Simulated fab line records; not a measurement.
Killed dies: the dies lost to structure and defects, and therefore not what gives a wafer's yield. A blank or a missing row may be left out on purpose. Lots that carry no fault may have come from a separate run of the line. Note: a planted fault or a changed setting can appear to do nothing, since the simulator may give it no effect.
What tool caused it? -- flow gf180mcu -- 39 wafers from 13 lots sampled at 6 of the route's 602 steps

WHAT EACH GAUGE READ, for each wafer
GF_STI_THK_MEAS_24.
lot,measured,on,STI_CVD_23_THK (nm)
L529,day 2 03:14,film metro-01,644 653 654
L530,day 2 08:47,film metro-01,659 647 646
L532,day 2 20:35,film metro-03,658 655 657
L533,day 3 01:31,film metro-01,649 660 651
L534,day 3 08:50,film metro-03,651 652 651
L536,day 3 15:40,film metro-03,650 647 649
L539,day 4 07:11,film metro-04,650 655 648
L540,day 4 14:49,film metro-01,661 655 655
L541,day 4 18:26,film metro-01,652 663 653
L544,day 5 08:50,film metro-03,648 658 657
L546,day 5 19:16,film metro-04,644 648 648
L547,day 6 00:07,film metro-04,643 645 645
L552,day 7 03:03,film metro-03,641 645 649

GF_MVPSD_TW_MEAS_11.
lot,measured,on,MVPSD_TW
L529,day 5 00:46,film metro-04,545 545 544
L530,day 5 07:37,film metro-02,557 556 557
L532,day 5 20:52,film metro-01,554 553 552
L533,day 6 07:02,film metro-02,555 557 553
L534,day 6 11:55,film metro-02,555 554 556
L536,day 6 20:37,film metro-02,555 556 559
L539,day 7 14:55,film metro-02,551 554 554
L540,day 7 21:06,film metro-04,546 547 548
L541,day 8 02:17,film metro-02,669 671 669 669 668 666
L544,day 8 20:13,film metro-04,658 661 659 658 662 661
L546,day 9 07:38,film metro-04,661 663 659 663 658 664
L547,day 9 11:23,film metro-04,550 548 548
L552,day 10 19:52,film metro-01,548 554 554

GF_VT_IMPLANT_RS_MEAS_49: uses a four-point probe to measure.
lot,measured,on,MVPSD_RS (ohm/sq)
L529,day 7 14:09,film metro-01,1167.3 1163.7 1165.3
L530,day 7 20:01,film metro-02,1160.8 1160.4 1166.2
L532,day 8 11:20,film metro-01,1167.3 1169.5 1172.1
L533,day 9 01:01,film metro-01,1165.8 1169.2 1167.2
L534,day 9 03:47,film metro-02,1171.3 1172.6 1170.1
L536,day 9 15:01,film metro-04,1170.3 1168.4 1171.6
L539,day 10 12:37,film metro-01,1163.6 1164.5 1162.4
L540,day 10 18:28,film metro-02,1171.2 1168.7 1168.4
L541,day 11 00:59,film metro-02,824.5 825.4 823.9 825.9 826.5 827.0
L544,day 11 20:41,film metro-04,826.3 826.1 824.5 823.7 826.0 823.6
L546,day 12 09:44,film metro-01,820.9 824.0 824.8 822.4 823.0 821.1
L547,day 12 13:20,film metro-01,1167.2 1166.9 1166.8
L552,day 14 02:17,film metro-02,1168.9 1167.1 1165.7

GF_V2_THK_MEAS_03.
lot,measured,on,V2_CVD_02_THK (nm)
L529,day 19 04:49,film metro-02,834 829 855
L530,day 19 13:04,film metro-02,832 849 865
L532,day 20 08:43,film metro-02,836 839 841
L533,day 21 04:37,film metro-04,858 865 854
L534,day 21 10:59,film metro-04,858 861 864
L536,day 22 01:14,film metro-04,853 838 855
L539,day 23 10:53,film metro-01,830 853 862
L540,day 23 18:18,film metro-02,859 866 866
L547,day 25 16:12,film metro-01,844 861 849
L552,day 27 05:12,film metro-01,834 843 869

WHICH TOOL RAN EACH LOT (tool, then ch and the chambers of the sampled wafers, then the start)
lot,GF_MVPSD_IMPLANT_08,GF_M2_METAL_ETCH_16
L529,"implanter-02 ch 0, day 5 00:22","rie metal-01 ch 0,1, day 19 03:56"
L530,"implanter-04 ch 0, day 5 07:13","rie metal-01 ch 0,1, day 19 12:14"
L532,"implanter-04 ch 0, day 5 20:24","rie metal-03 ch 0,1, day 20 07:53"
L533,"implanter-02 ch 0, day 6 06:41","rie metal-03 ch 0,1, day 21 03:47"
L534,"implanter-04 ch 0, day 6 11:31","rie metal-03 ch 1, day 21 10:02"
L536,"implanter-02 ch 0, day 6 20:14","rie metal-04 ch 0,1, day 22 00:21"
L539,"implanter-04 ch 0, day 7 14:32","rie metal-03 ch 0,1, day 23 10:02"
L540,"implanter-04 ch 0, day 7 20:42","rie metal-03 ch 0,1, day 23 17:26"
L541,"implanter-03 ch 0, day 8 01:34",-
L544,"implanter-03 ch 0, day 8 19:30",-
L546,"implanter-02 ch 0, day 9 06:55",-
L547,"implanter-03 ch 0, day 9 11:01","rie metal-04 ch 0,1, day 25 15:22"
L552,"implanter-02 ch 0, day 10 19:28","rie metal-03 ch 0,1, day 27 04:21"
- GF_MVPSD_IMPLANT_08
- GF_M2_METAL_ETCH_16: etches the open film in Cl2/BCl3, stops on SiO2, target depth 627.5 nm, time 104.6 s.

WHAT THE TOOLS THEMSELVES READ (means of the sampled wafers that have a number; where no wafer has one, the mark that the record gives instead)
GF_MVPSD_IMPLANT_08.
lot,tool,faraday current uA
L529,implanter-02,85.0
L530,implanter-04,85.3
L532,implanter-04,85.0
L533,implanter-02,83.3
L534,implanter-04,82.6
L536,implanter-02,84.7
L539,implanter-04,83.3
L540,implanter-04,84.0
L541,implanter-03,85.5
L544,implanter-03,84.7
L546,implanter-02,84.4
L547,implanter-03,84.3
L552,implanter-02,86.6

GF_M2_METAL_ETCH_16.
lot,tool,drypump motor current A (A),oes product au (a.u.),rf fwd power W (W),throttle valve pct (%)
L529,rie metal-01,5.2,0.969,791.5,28.250
L530,rie metal-01,5.2,0.970,793.9,28.254
L532,rie metal-03,5.6,0.975,792.4,28.245
L533,rie metal-03,6.0,0.966,797.7,28.256
L534,rie metal-03,5.2,0.975,798.0,28.260
L536,rie metal-04,5.4,0.977,794.3,28.260
L539,rie metal-03,5.6,0.986,794.8,28.233
L540,rie metal-03,6.0,0.968,795.5,28.248
L547,rie metal-04,6.0,0.968,795.6,28.255
L552,rie metal-03,5.6,0.968,796.2,28.246

THE ANSWER, worked out from the rows above alone
Rule: the lots themselves supply what counts as usual. The widest of any qualifying gaps counts: lots, ordered by their means at a reading, are off when they make up no more than a third of the lots, leave a main group of 4 or more, and stand apart from it by 3 or more times the standard deviation of that group's means. A main group is skipped when, at the precision printed for the reading in the tables above, its means are all equal. A lot without any number at a reading at which 4 lots or more have one is off too. The other lots that the step has rows for count as sound. First the gauges in route order, then the tools' own readings, where a lot's mean is used as printed above. At the first step where some lot is off, the reading lying furthest off is the one used; lots without a number count as furthest.
Off: at GF_MVPSD_TW_MEAS_11 (MVPSD_TW), L541, L544, L546. Mean 552 and standard deviation 3.9 in the main group.
A tool fits if, at a process step before that reading, it ran every lot that is off, and no sound lot after the first of them. The gauges at GF_MVPSD_TW_MEAS_11 are tried like those tools. No candidate that was tried fits.

WHAT WAS PUT IN BY THE SIMULATOR
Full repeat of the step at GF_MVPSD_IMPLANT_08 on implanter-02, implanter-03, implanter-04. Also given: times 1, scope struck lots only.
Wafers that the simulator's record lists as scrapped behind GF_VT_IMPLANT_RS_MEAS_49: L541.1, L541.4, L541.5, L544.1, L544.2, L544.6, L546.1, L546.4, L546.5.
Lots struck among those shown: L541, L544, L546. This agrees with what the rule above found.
